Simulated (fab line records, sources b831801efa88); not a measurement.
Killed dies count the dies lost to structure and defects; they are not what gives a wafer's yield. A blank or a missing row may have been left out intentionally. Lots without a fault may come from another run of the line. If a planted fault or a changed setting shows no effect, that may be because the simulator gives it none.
fab line records	flow sky130
[record] lots = 7	wafers = 18	last_day = 50
route steps=708 shown LOCAL_INTERCONNECT@388 PAD_OPEN@708
lots that met no fault: taken from a fault-free run of the same line
start_h: hours from the record's first day to the start of the lot's first wafer shown	wait_h: time in hours since the lot's previous step	" repeats the value in the row above	L1.1+2: several wafers, shown together as one row	- no value, or no start given	* or withheld: withheld	< > ~ a bound
route shown NAME@n: names a module that has steps shown in the file, with the first one's number in the route	usual: mean/standard deviation of fault-free wafers	same: alike in all rows	chamber/n: place in a boat	sites: per-site readings	_std_site: standard deviation of those values	_edge_site: the outer-site mean with the inner-site mean subtracted	radius_mm: for every site, how far away it sits from the centre of the wafer	mask NAME#n: copy n	behind: the most recent tool/chamber to have shaped the wafer	hold: reason for holding the lot/hours on hold/outcome of the hold	device: which transistor (n, p or np) failed to switch	end of line: tests run on the same wafers once the route is complete	where a step has no rows: the recipe by itself	killed: count of dies lost to structure and defects at first sort (not the wafer's yield)	map: per-die view of a wafer (x killed, . not killed, _ where there is no die)
set.NAME: the setting as run; set.NAME@STEP: as run at that earlier step	model.NAME: the simulator's own value behind a step, which no gauge read
lots at selected steps of the route; one table per step, one row per wafer
services: the hour from which a tool's chamber was out of use, counted from the record's first day as start_h (under 0 if before that day), plus the number of hours and why
[[steps]]
[step SKY_LOCAL_INTERCONNECT_RS_MEAS_01]
[recipe] thk_meas_gauge = four-point-probe	reads = TiN_of_LOCAL_INTERCONNECT_SPUTTER_00
[usual] LOCAL_INTERCONNECT_TIN_RS = 14.26/0.2
lot.wafer	tool	chamber	start_h	wait_h	LOCAL_INTERCONNECT_TIN_RS[ohm/sq]
L605.1	film_metro-03	-	717.63	0.0	13.94
L605.2	"	-	"	"	14.22
L606.1	film_metro-03	-	728.14	0.0	14.57
L606.6	"	-	"	"	14.68
L607.2	film_metro-02	-	738.93	0.1	14.38
L607.5	"	-	"	"	14.41
L614.1	film_metro-04	-	790.96	0.0	14.67
L614.2	"	-	"	"	14.35
L614.6	"	-	"	"	14.34
L616.1	film_metro-02	-	830.05	0.0	14.02
L616.2	"	-	"	"	14.20
L616.3	"	-	"	"	13.95
L618.1	film_metro-03	-	841.28	0.0	14.32
L618.2	"	-	"	"	14.52
L618.6	"	-	"	"	14.05
L622.1	film_metro-02	-	851.52	0.0	14.46
L622.3	"	-	"	"	14.50
L622.6	"	-	"	"	14.55
[step SKY_LOCAL_INTERCONNECT_THK_MEAS_02]
[recipe] thk_meas_gauge = xrf	reads = TiN_of_LOCAL_INTERCONNECT_SPUTTER_00
[usual] LOCAL_INTERCONNECT_TIN_THK = 99.5/1.3
lot.wafer	tool	chamber	start_h	wait_h	LOCAL_INTERCONNECT_TIN_THK[nm]
L605.1	film_metro-03	-	717.75	0.1	101.7
L605.2	"	-	"	"	99.8
L606.1	film_metro-03	-	728.26	0.1	98.0
L606.6	"	-	"	"	97.4
L607.2	film_metro-02	-	739.04	0.1	98.3
L607.5	"	-	"	"	98.1
L614.1	film_metro-04	-	791.08	0.1	97.5
L614.2	"	-	"	"	99.3
L614.6	"	-	"	"	98.9
L616.1	film_metro-02	-	830.17	0.1	100.1
L616.2	"	-	"	"	98.9
L616.3	"	-	"	"	101.1
L618.1	film_metro-03	-	841.40	0.1	98.7
L618.2	"	-	"	"	98.2
L618.6	"	-	"	"	101.3
L622.1	film_metro-02	-	851.64	0.1	98.5
L622.3	"	-	"	"	98.6
L622.6	"	-	"	"	97.9
[step SKY_LOCAL_INTERCONNECT_DEHYDRATE_03]
[recipe] temp_c = 200	time_s = 60
[step SKY_LOCAL_INTERCONNECT_HMDS_04]
[recipe] prime_time_s = 60	prime_temp_c = 120
[step SKY_LOCAL_INTERCONNECT_COAT_05]
[recipe] resist = BARC	temp_c = withheld	time_s = withheld	spin_rpm = 3000	resist_thk_nm = 60
[step SKY_LOCAL_INTERCONNECT_COAT_06]
[recipe] resist = KrF-thick	spin_rpm = 3000	resist_thk_nm = 450
[step SKY_LOCAL_INTERCONNECT_SOFTBAKE_07]
[recipe] temp_c = 100	time_s = 90	resist = KrF-thick
[step SKY_LOCAL_INTERCONNECT_EXPOSE_08]
[recipe] mask_id = LI1M	na = 0.8	source_shape = annular	sigma_inner = 0.55	sigma_outer = 0.85	target_cd_nm = 170	dose_mj = 28
[step SKY_LOCAL_INTERCONNECT_PEB_09]
[recipe] peb_temp_c = withheld	peb_time_s = withheld	resist = KrF-thick
[step SKY_LOCAL_INTERCONNECT_DEVELOP_10]
[recipe] develop_time_s = 60	resist = KrF-thick	dev_temp_c = 21
[step SKY_LOCAL_INTERCONNECT_CD_MEAS_11]
[recipe] target_cd_nm = 170
[usual] cd_nm = 169.9/1.5
lot.wafer	tool	chamber	start_h	wait_h	cd_nm
L605.1	cd_sem-02	-	744.98	-	170.7
L605.2	"	-	"	"	170.6
L606.1	cd_sem-01	-	755.40	-	172.4
L606.6	"	-	"	"	172.8
L607.2	cd_sem-01	-	765.99	-	169.5
L607.5	"	-	"	"	171.9
L614.1	cd_sem-02	-	817.74	-	169.4
L614.2	"	-	"	"	169.1
L614.6	"	-	"	"	169.2
L616.1	cd_sem-02	-	854.23	-	168.6
L616.2	"	-	"	"	168.5
L616.3	"	-	"	"	167.6
L618.1	cd_sem-02	-	866.79	-	170.1
L618.2	"	-	"	"	169.2
L618.6	"	-	"	"	169.3
L622.1	cd_sem-02	-	877.65	-	171.6
L622.3	"	-	"	"	170.2
L622.6	"	-	"	"	171.2
[step SKY_LOCAL_INTERCONNECT_OVL_MEAS_12]
[usual] LOCAL_INTERCONNECT_OVL = -1/5.3
lot.wafer	tool	chamber	start_h	wait_h	LOCAL_INTERCONNECT_OVL[nm]
L605.1	overlay-01	-	745.10	0.1	0
L605.2	"	-	"	"	-4
L606.1	overlay-02	-	755.52	0.1	-1
L606.6	"	-	"	"	-2
L607.2	overlay-02	-	766.10	0.1	-2
L607.5	"	-	"	"	1
L614.1	overlay-02	-	817.86	0.1	1
L614.2	"	-	"	"	2
L614.6	"	-	"	"	7
L616.1	overlay-01	-	854.35	0.1	5
L616.2	"	-	"	"	12
L616.3	"	-	"	"	12
L618.1	overlay-02	-	866.91	0.1	-1
L618.2	"	-	"	"	3
L618.6	"	-	"	"	-1
L622.1	overlay-01	-	877.77	0.1	-11
L622.3	"	-	"	"	-12
L622.6	"	-	"	"	-3
[step SKY_LOCAL_INTERCONNECT_ETCH_13]
[recipe] chemistry = N2/H2	target = BARC	ion_energy_ev = 200	bias_w = 100	pressure_mtorr = 30	n2_flow_sccm = 100	h2_flow_sccm = 200	icp_w = 500	stop_on = SiO2	time_s = 45.9	target_depth_a = 600
[usual] drypump_motor_current_A = 5.6/0.32	oes_product_au = 0.855/0.0044	throttle_valve_pct = 13.224/0.0087
lot.wafer	tool	chamber	start_h	wait_h	drypump_motor_current_A	oes_product_au	rf_hours_counter_h	throttle_valve_pct	model.KrF-thick_of_LOCAL_INTERCONNECT_COAT_06.thk_nm	model.etch.depth_nm
L605.1	rie_metal-01	1	745.14	0.0	6.0	0.854	4	13.222	394.1	59.79
L605.2	"	0	"	"	5.4	0.825	9	13.220	405	55.86
L606.1	rie_metal-01	1	755.56	0.0	6.0	0.854	4	13.221	395.5	60.03
L606.6	"	0	"	"	5.4	0.833	-	13.224	405.7	56.42
L607.2	rie_metal-01	0	766.13	0.0	5.4	0.826	10	13.232	405.7	56.15
L607.5	"	1	"	"	6.0	0.861	-	13.242	395.2	60.11
L614.1	rie_metal-01	1	817.90	0.0	5.9	0.852	6	13.219	397	60.04
L614.2	"	0	"	"	5.4	0.856	12	13.230	395.4	60.14
L614.6	"	1	"	"	6.0	0.856	-	13.216	397.8	60.12
L616.1	rie_metal-01	1	854.39	0.0	6.0	0.860	8	13.226	393.9	59.85
L616.2	"	0	"	"	5.3	0.856	13	13.225	391.8	60
L616.3	"	1	"	"	6.0	0.844	-	13.225	394.8	60.01
L618.1	rie_metal-04	1	866.95	0.0	5.2	0.845	5	13.224	396.1	59.71
L618.2	"	0	"	"	5.7	0.851	4	13.231	394.5	59.85
L618.6	"	1	"	"	5.2	0.861	-	13.225	394.8	59.99
L622.1	rie_metal-03	1	877.81	0.0	5.3	0.864	7	13.222	392.3	59.98
L622.3	"	1	"	"	5.3	0.849	-	13.208	392.6	59.98
L622.6	"	0	"	"	6.0	0.853	-	13.221	390.7	60.01
[step SKY_LOCAL_INTERCONNECT_METAL_ETCH_14]
[recipe] target_depth_nm = 110	stop_on = PSG	chemistry = Cl2/BCl3	target = TiN	resist_sidewall_deg = 88	pressure_mtorr = 10	icp_w = 900	bias_w = 48.5	Cl2_flow_sccm = 60	bcl3_flow_sccm = 30	time_s = 31.4
[usual] drypump_motor_current_A = 5.6/0.33	oes_product_au = 0.938/0.0089	throttle_valve_pct = 21.904/0.0098
lot.wafer	tool	chamber	start_h	wait_h	drypump_motor_current_A	oes_product_au	rf_hours_counter_h	throttle_valve_pct	model.KrF-thick_of_LOCAL_INTERCONNECT_COAT_06.thk_nm
L605.1	rie_metal-01	1	745.20	0.0	6.0	0.945	4	21.916	351.2
L605.2	"	0	"	"	5.3	0.908	9	21.922	360.4
L606.1	rie_metal-01	1	755.62	0.0	6.0	0.929	5	21.917	353.2
L606.6	"	0	"	"	5.3	0.899	-	21.929	361.3
L607.2	rie_metal-01	0	766.19	0.0	5.4	0.903	10	21.934	360.9
L607.5	"	1	"	"	6.0	0.933	-	21.903	352.5
L614.1	rie_metal-01	1	817.96	0.0	6.0	0.935	6	21.919	353.6
L614.2	"	0	"	"	5.3	0.937	12	21.910	350.5
L614.6	"	1	"	"	6.0	0.932	-	21.923	354.5
L616.1	rie_metal-01	1	854.45	0.0	6.0	0.952	8	21.893	351
L616.2	"	0	"	"	5.4	0.945	13	21.908	346.5
L616.3	"	1	"	"	6.0	0.945	-	21.897	351.8
L618.1	rie_metal-04	1	867.01	0.0	5.3	0.935	5	21.914	353
L618.2	"	0	"	"	5.7	0.928	4	21.896	351.1
L618.6	"	1	"	"	5.2	0.951	-	21.891	351.7
L622.1	rie_metal-03	1	877.87	0.0	5.3	0.930	7	21.909	349.1
L622.3	"	1	"	"	5.3	0.926	-	21.907	349.4
L622.6	"	0	"	"	6.0	0.926	-	21.909	345.7
[step SKY_LOCAL_INTERCONNECT_STRIP_15]
[recipe] chemistry = O2/N2	power_w = 1400	pressure_mtorr = 1500	platen_temp_c = withheld	o2_flow_sccm = 3000	n2_flow_sccm = 300	overash_fraction = 0.5
[usual] drypump_motor_current_A = 5.52/0.21	oes_product_au = 0.427/0.0047	strip_time_to_endpoint_s = 4.726/0.028
[same] overash_fraction = 0.5
lot.wafer	tool	chamber	start_h	wait_h	drypump_motor_current_A	oes_product_au	rf_hours_counter_h	strip_time_to_endpoint_s
L605.1	plasma_asher-03	1	745.25	0.0	5.97	0.428	95	4.752
L605.2	"	0	"	"	5.43	0.428	95	4.844
L606.1	plasma_asher-01	0	755.67	0.0	5.48	0.427	33	4.759
L606.6	"	0	"	"	5.46	0.433	-	4.859
L607.2	plasma_asher-02	0	766.25	0.0	5.47	0.427	63	4.849
L607.5	"	1	"	"	5.50	0.426	-	4.765
L614.1	plasma_asher-01	0	818.01	0.0	5.46	0.429	40	4.782
L614.2	"	1	"	"	5.21	0.421	40	4.759
L614.6	"	0	"	"	5.47	0.432	-	4.788
L616.1	plasma_asher-02	1	854.50	0.0	5.51	0.421	70	4.755
L616.2	"	0	"	"	5.49	0.428	70	4.698
L616.3	"	1	"	"	5.50	0.421	-	4.758
L618.1	plasma_asher-02	1	867.06	0.0	5.53	0.424	71	4.773
L618.2	"	0	"	"	5.49	0.425	71	4.754
L618.6	"	0	"	"	5.51	0.433	-	4.737
L622.1	plasma_asher-03	0	877.92	0.0	5.44	0.426	109	4.724
L622.3	"	1	"	"	5.97	0.423	-	4.736
L622.6	"	1	"	"	5.95	0.423	-	4.678
[step SKY_LOCAL_INTERCONNECT_STRIP_16]
[recipe] chemistry = post_etch_residue_remover	time_s = 1200	temp_c = 72.5
[step SKY_PAD_OPEN_PROBE_99]
[usual] killed_at_M0_to_M3 = 44/6.9	killed_at_M4_up = 3.2/1.8	killed_at_contacts = 23/5.2	killed_at_front_end = 15/4.5	killed_at_other = 0.3/0.56	killed_dies = 85/8.8	killed_open = 47/6.7	killed_short = 39/6.4
[same] gross_dies = 492	killed_at_back_side = 0
lot.wafer	tool	chamber	start_h	wait_h	killed_at_M0_to_M3	killed_at_M4_up	killed_at_contacts	killed_at_front_end	killed_at_other	killed_dies	killed_open	killed_short
L605.1	prober-01	-	1104.33	0.1	46	4	15	19	0	84	36	48
L605.2	prober-01	-	1104.38	0.1	53	2	45	15	0	115	42	48
L606.1	prober-02	-	1109.80	0.1	53	0	18	14	1	86	51	35
L606.6	prober-02	-	1110.05	0.2	49	3	34	15	1	102	52	34
L607.2	prober-02	-	1119.57	0.1	44	6	38	18	0	106	36	47
L607.5	prober-02	-	1119.72	0.2	45	2	24	21	0	92	50	42
L614.1	prober-02	-	1157.04	0.1	28	1	27	17	0	73	41	32
L614.2	prober-02	-	1157.09	0.1	48	2	19	10	1	80	43	37
L616.1	prober-01	-	1181.26	0.1	48	5	21	8	0	82	40	42
L616.2	prober-01	-	1181.31	0.1	44	1	21	9	1	76	47	29
L616.3	prober-01	-	1181.36	0.2	38	4	24	13	1	80	46	34
L618.1	prober-02	-	1187.91	0.1	42	6	30	10	0	88	41	47
L618.2	prober-02	-	1187.96	0.1	44	4	25	12	0	85	47	38
L618.6	prober-02	-	1188.16	0.2	42	3	37	19	1	102	57	45
// killed by level:class
L605.1 VIA1:geometric_particle:open=8 METAL1:geometric_particle:short=7 FIELD_ISO:geometric_particle:short=6 METAL2:geometric_particle:short=6 CONTACT:geometric_particle:open=5 VIA1:geometric_particle:short=5 VIA2:geometric_particle:open=5 POLY_GATE:geometric_particle:open=4
L605.2 LOCAL_INTERCONNECT:area_etch=25 VIA1:geometric_particle:open=13 VIA1:geometric_particle:short=11 VIA2:geometric_particle:open=8 FIELD_ISO:geometric_particle:short=6 LI_CONTACT:geometric_particle:open=6 METAL2:geometric_particle:short=6 CONTACT:geometric_particle:open=5
L606.1 VIA1:geometric_particle:open=13 LI_CONTACT:geometric_particle:open=7 METAL3:geometric_particle:short=7 CONTACT:geometric_particle:open=6 VIA1:geometric_particle:short=6 FIELD_ISO:geometric_particle:open=5 VIA2:geometric_particle:open=5 METAL3:geometric_particle:open=5
L606.6 LOCAL_INTERCONNECT:area_etch=16 VIA1:geometric_particle:open=15 CONTACT:geometric_particle:open=8 VIA3:geometric_particle:open=7 VIA2:geometric_particle:short=6 VIA2:geometric_particle:open=5 POLY_GATE:geometric_particle:open=4 POLY_GATE:geometric_particle:short=4
L607.2 LOCAL_INTERCONNECT:area_etch=23 METAL2:geometric_particle:short=10 VIA1:geometric_particle:open=9 METAL3:geometric_particle:short=7 LOCAL_INTERCONNECT:geometric_particle:short=6 FIELD_ISO:geometric_particle:open=4 FIELD_ISO:geometric_particle:short=4 CONTACT:geometric_particle:open=4
L607.5 VIA1:geometric_particle:open=13 VIA1:geometric_particle:short=10 CONTACT:geometric_particle:open=9 FIELD_ISO:geometric_particle:short=6 FIELD_ISO:geometric_particle:open=5 LI_CONTACT:geometric_particle:open=5 LOCAL_INTERCONNECT:geometric_particle:short=5 VIA3:geometric_particle:open=4
L614.1 CONTACT:geometric_particle:open=9 VIA1:geometric_particle:open=7 POLY_GATE:geometric_particle:open=6 LOCAL_INTERCONNECT:geometric_particle:short=6 LI_CONTACT:geometric_particle:open=6 METAL1:geometric_particle:short=5 LI_CONTACT:geometric_particle:short=4 FIELD_ISO:geometric_particle:short=3
L614.2 VIA3:geometric_particle:open=9 CONTACT:geometric_particle:open=8 METAL1:geometric_particle:short=7 VIA1:geometric_particle:open=7 VIA2:geometric_particle:open=7 METAL2:geometric_particle:short=5 VIA1:geometric_particle:short=4 FIELD_ISO:geometric_particle:short=3
L616.1 CONTACT:geometric_particle:open=14 METAL1:geometric_particle:short=10 VIA2:geometric_particle:open=9 VIA1:geometric_particle:open=6 VIA3:geometric_particle:open=6 LOCAL_INTERCONNECT:geometric_particle:short=4 VIA1:geometric_particle:short=4 VIA2:geometric_particle:short=4
L616.2 VIA1:geometric_particle:open=14 CONTACT:geometric_particle:open=12 METAL1:geometric_particle:short=6 VIA2:geometric_particle:open=6 VIA3:geometric_particle:open=5 LI_CONTACT:geometric_particle:open=4 VIA1:geometric_particle:short=4 FIELD_ISO:geometric_particle:open=3
L616.3 VIA3:geometric_particle:open=12 VIA1:geometric_particle:open=8 LI_CONTACT:geometric_particle:open=7 LOCAL_INTERCONNECT:geometric_particle:short=6 CONTACT:geometric_particle:short=6 VIA1:geometric_particle:short=5 CONTACT:geometric_particle:open=5 FIELD_ISO:geometric_particle:short=4
L618.1 VIA2:geometric_particle:open=11 CONTACT:geometric_particle:short=10 CONTACT:geometric_particle:open=8 METAL1:geometric_particle:short=6 METAL4:geometric_particle:short=6 VIA1:geometric_particle:open=5 METAL2:geometric_particle:short=5 LI_CONTACT:geometric_particle:short=4
L618.2 VIA1:geometric_particle:open=11 CONTACT:geometric_particle:open=10 CONTACT:geometric_particle:short=9 VIA3:geometric_particle:open=8 VIA1:geometric_particle:short=7 VIA2:geometric_particle:open=6 FIELD_ISO:geometric_particle:short=4 LI_CONTACT:geometric_particle:open=4
L618.6 CONTACT:geometric_particle:open=17 LI_CONTACT:geometric_particle:open=9 VIA1:geometric_particle:open=8 VIA3:geometric_particle:open=7 CONTACT:geometric_particle:short=6 VIA1:geometric_particle:short=6 METAL2:geometric_particle:short=6 FIELD_ISO:geometric_particle:short=5
// map L605.2 (x killed, . not)
__________x..x.x...._________
________..x.x......x.._______
______.x..x.x.x......xx._____
_____x......x...x.x..x...____
____...xx...xx...xx...xx..___
___.....x.x.......x..x.....__
__........x......x.xxxx.x..._
_.......x..........xx..xx..xx
_..............x..x.xxx......
_..x..x....x..xx.x..xx..x..x.
_x...xx........x.x.x..xxx....
_........x...x...x....xx.....
_x...x...x...........x..xx.x.
_...........x....x..x..x....x
_.x.xx.....x..x.......x.x....
__.x.x...x......x....x......_
___..x.......x..xxx........__
____........x...x.........___
_____.......x........x.x.____
______..........x.x....._____
________x.x..x......xx_______
__________..xx......_________
// map L606.6 (x killed, . not)
__________..xx......_________
________x...x....x...x_______
______.........xxx......_____
_____.........x..xx....x.____
____x..x.......x....x.....___
___.x..........x..x..x.x...__
__.....................x...._
_.x......xx...........x.xx...
_.....x......x.......xx.x..x.
_..x..xx....x.x...xx..xx.x...
_..........xx...x....x..xx...
_...xx....x..x.........x.....
_......x...x.........x.......
_xxx.x..x.....x...xx..x.....x
_..xxxx.....x.xxx......xx....
__......x....x.........xxxx._
___......x.....x......x...x__
____.....x.x..x.x.......x.___
_____.........x.......x..____
______...x..xxxx.....x.._____
________.............._______
__________.........._________
[[services]]
tool	chamber	start_h	hours	kind
rie_metal-04	0	733.37	-	clean
rie_metal-04	0	733.37	18.4	scheduled_down
rie_metal-04	0	733.37	18.4	vent_cycle
plasma_asher-03	-	734.95	2.8	pm
plasma_asher-02	-	783.97	15.6	pm
rie_metal-01	-	798.41	1.7	repair
plasma_asher-02	-	827.59	2.8	pm
rie_metal-04	0	831.62	8.0	repair
rie_metal-01	-	843.10	0.1	repair
plasma_asher-01	-	854.19	14.6	pm
rie_metal-04	-	860.55	1.4	pm
[[key]]
[first_sign] step = SKY_LOCAL_INTERCONNECT_ETCH_13	reading = oes_product_au	direction = down	sigmas = 6	usual = 0.855	struck = 0.828
[effect] step = SKY_LOCAL_INTERCONNECT_METAL_ETCH_14	reading = oes_product_au	direction = down	sigmas = 3.9	usual = 0.938	struck = 0.904
[effect] step = SKY_LOCAL_INTERCONNECT_STRIP_15	reading = strip_time_to_endpoint_s	direction = up	sigmas = 4.4	usual = *	struck = *
[effect] step = SKY_PAD_OPEN_PROBE_99	reading = killed_at_contacts	direction = up	sigmas = 3	usual = 23	struck = 39
[model_effect] step = SKY_LOCAL_INTERCONNECT_ETCH_13	value = KrF-thick_of_LOCAL_INTERCONNECT_COAT_06.thk_nm	without = 392.8	struck = 405.4
[model_effect] step = SKY_LOCAL_INTERCONNECT_METAL_ETCH_14	value = KrF-thick_of_LOCAL_INTERCONNECT_COAT_06.thk_nm	without = 348.2	struck = 360.9
[more_kills_born_at] SKY_LOCAL_INTERCONNECT_ETCH_13@rie_metal-01 = 64
met_at SKY_LOCAL_INTERCONNECT_ETCH_13
struck_wafers L605.2,L606.6,L607.2
tester_left_out L605,L606,L607
[fault] kind = process_parameter_drift	tool = rie_metal-01	chamber = -	onset_h = 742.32	steps = SKY_LOCAL_INTERCONNECT_ETCH_13	channel = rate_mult	offset = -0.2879	shape = step	end_h = 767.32	scope = struck_wafers_only
// tester_left_out: of these lots the tester's yield and bins aren't shown, on N5 and GAA mostly nor the transistor test; their killed dies are dies lost to structure and defects alone, not to doping, threshold or leakage, so they don't give the yield
